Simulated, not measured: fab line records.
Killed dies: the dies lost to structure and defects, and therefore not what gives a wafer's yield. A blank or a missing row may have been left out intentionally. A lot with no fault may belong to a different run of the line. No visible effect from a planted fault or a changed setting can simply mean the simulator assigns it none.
The same fault as seen by 2 desks    flow gf180mcu    each desk holds nothing but its own numbers, with what lay behind them at the end

## DESK OF THE TOOL OWNER: implanter-02
GF_MVSD_IMPLANT_08, tool's own readings: per-lot mean of the sampled wafers with a number, covering each lot this tool ran. The brackets show how far a lot's mean lies from the usual mean; more than 4 standard deviations puts the lot out of limits, marked OUT.
Columns: A = dose_ions_cm2 at GF_MVSD_IMPLANT_08, usual 1.5997e+13; B = faraday_current_uA at GF_MVSD_IMPLANT_08, usual 90.1
lot   first seen here  A                             B
L921  day 4 18:15      1.5995e+13                    88.9
L928  day 6 06:42      1.1749e+13 (-99 or more) OUT  67.3 (-13) OUT
L929  day 6 13:17      1.1748e+13 (-99 or more) OUT  67.0 (-13) OUT
L941  day 9 14:38      1.5994e+13                    91.1
This desk's verdict: out of limits on L928, L929, starting with L928 at day 6 06:42 (dose_ions_cm2 at GF_MVSD_IMPLANT_08). L921, L941: within limits.

## THE METROLOGY DESK
Lot by lot, what the gauges showed, no matter which tool ran the lot: averages of those sampled wafers that carry a number. The brackets show how far a lot's mean lies from the usual mean; more than 4 standard deviations puts the lot out of limits, marked OUT.
Columns: A = cd_nm at GF_STI_CD_MEAS_12, usual 219.8 nm; B = MVSD_TW at GF_MVSD_TW_MEAS_11, usual 1591; C = MVSD_RS at GF_VT_IMPLANT_RS_MEAS_46, usual 457.1 ohm/sq; D = MVPSD_RS at GF_VT_IMPLANT_RS_MEAS_49, usual 1169.3 ohm/sq
lot   first seen here  A      B                C                D
L920  day 2 01:55      220.4  1627             458.5            1168.4
L921  day 2 07:46      220.4  1552             458.8            1171.9
L928  day 3 19:23      220.9  1491 (-4.0) OUT  533.8 (+59) OUT  1168.8
L929  day 3 23:58      219.8  1454 (-5.5) OUT  534.3 (+59) OUT  1167.2
L932  day 4 15:17      217.7  1586             458.7            1169.5
L933  day 4 20:10      217.9  1600             456.1            1168.3
L934  day 5 01:07      219.0  1615             457.9            1172.2
L935  day 5 06:50      221.8  1584             456.5            1168.4
L938  day 5 22:04      220.2  1566             457.7            1165.7
L939  day 6 04:00      220.3  1565             455.5            1169.1
L941  day 6 15:25      219.3  1623             457.5            1174.5
L943  day 7 01:38      220.2  1581             455.3            1170.2
This desk reports L928, L929 out of limits; the earliest was L928 at day 6 07:04 (MVSD_TW at GF_MVSD_TW_MEAS_11). L920, L921, L932, L933, L934, L935, L938, L939, L941, L943: within limits.

## TAKEN TOGETHER
At day 6 06:42, on L928, L929, the tool owner's desk was in a position to raise an alarm.
The metrology desk could have raised an alarm at day 6 07:04, on L928, L929.
All the named lots went through GF_MVSD_IMPLANT_08 on implanter-02.

## WHAT THE SIMULATOR PUT IN
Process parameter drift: implanter-02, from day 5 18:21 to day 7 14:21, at GF_MVSD_IMPLANT_08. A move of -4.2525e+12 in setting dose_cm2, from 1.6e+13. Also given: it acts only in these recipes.
Struck lots among those shown: L928, L929.
Fault start to first reading out of limits, in hours, per desk: tool owner, 12; metrology, 13.
